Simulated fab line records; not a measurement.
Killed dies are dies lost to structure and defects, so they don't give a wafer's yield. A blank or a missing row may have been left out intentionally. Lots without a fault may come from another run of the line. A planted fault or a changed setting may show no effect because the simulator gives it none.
Code-filled problem report in 8D (eight disciplines) form / flow sky130 / the parts of the form that need people (team, actions taken, sign-off) are left out

## 1. WHAT IS WRONG
At SKY_METAL3_SPUTTER_01, chamber_pressure_pa averages 0.6632 Pa over 3 wafers from 2 lots, while fault-free wafers read 0.4001 Pa, standard deviation 0.00081. That is +99 or more standard deviations from the usual mean.
The step: material TiN, target thk 20 nm, time 16.7 s.
First observed at day 41 00:33: wafer L931.1, on pvd_sputter-02. The record has a number at this step for 18 wafers belonging to 6 lots. Rule for "out", or "out of limits": more than 4 standard deviations from the usual mean. The rest of the wafers with a number are treated as sound.

## 2. WHAT IT IS, WHAT IT ISN'T
question=which readings at this step | is=chamber_pressure_pa, throttle_valve_pct | is not=-
question=which lots | is=L931, L932 | is not=L918, L923, L934, L936
question=which wafers of those lots | is=L931.1, L931.5, L932.1 | is not=L931.4, L932.4, L932.6
question=read on which tools | is=pvd_sputter-02 | is not=pvd_sputter-01, pvd_sputter-03
question=when | is=from day 41 00:33 | is not=up to then (7 sound wafers); but 8 sound wafers of L932, L934, L936 came after

## 3. THE SUSPECTS, EACH WITH WHAT RULES IT OUT
Counting: any tool at a process step up to the reading remains a suspect provided it ran every lot that is out. Sound lots after the first of them don't rule it out here, since some wafers of a struck lot are sound.
- pvd_sputter-02 at SKY_METAL3_SPUTTER_00 (material Ti, target thk 15 nm, time 10 s): kept. It ran every lot that is out, first L931 (day 41 00:31); its last sound lot up to then is L918 (day 37 16:25).
- pvd_sputter-02 at SKY_METAL3_SPUTTER_01 (material TiN, target thk 20 nm, time 16.7 s): kept. It ran every lot that is out, first L931 (day 41 00:33); its last sound lot up to then is L918 (day 37 16:26). On those wafers its own readings are out: chamber_pressure_pa, throttle_valve_pct.
The count leaves pvd_sputter-02 at SKY_METAL3_SPUTTER_01 and pvd_sputter-02 at SKY_METAL3_SPUTTER_00.

## 4. THE CAUSE (what the simulator had put in)
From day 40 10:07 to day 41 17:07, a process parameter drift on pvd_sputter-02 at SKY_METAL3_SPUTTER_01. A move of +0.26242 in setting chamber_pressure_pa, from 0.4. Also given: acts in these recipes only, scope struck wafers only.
2 suspects survive the count, and this tool is in that group.

## 5. THE CHAIN OF EFFECTS, in route order
Rows list readings where the struck wafers' mean (over those with a number) sits beyond 3 standard deviations from the usual. Only readings for which the record gives a usual standard deviation are gone through. hours: the time from each lot's start at the first step in this table that gives one to its start at this step, as a median over the lots. sigmas: the change in usual standard deviations.
hours=0; step=SKY_METAL3_SPUTTER_01; reading=chamber_pressure_pa; usual=0.4001 Pa; on struck wafers=0.6632; change=+0.2631; sigmas=+99 or more
hours=0; step=SKY_METAL3_SPUTTER_01; reading=throttle_valve_pct; usual=29.8 %; on struck wafers=22.9; change=-6.9; sigmas=-6.3
It contains these process steps:
- SKY_METAL3_SPUTTER_01: material TiN, target thk 20 nm, time 16.7 s.

## 6. WHAT WOULD HAVE CAUGHT IT SOONER
In this record no reading fell out of limits until day 41 00:33, 14 hours after the fault had begun at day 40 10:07.
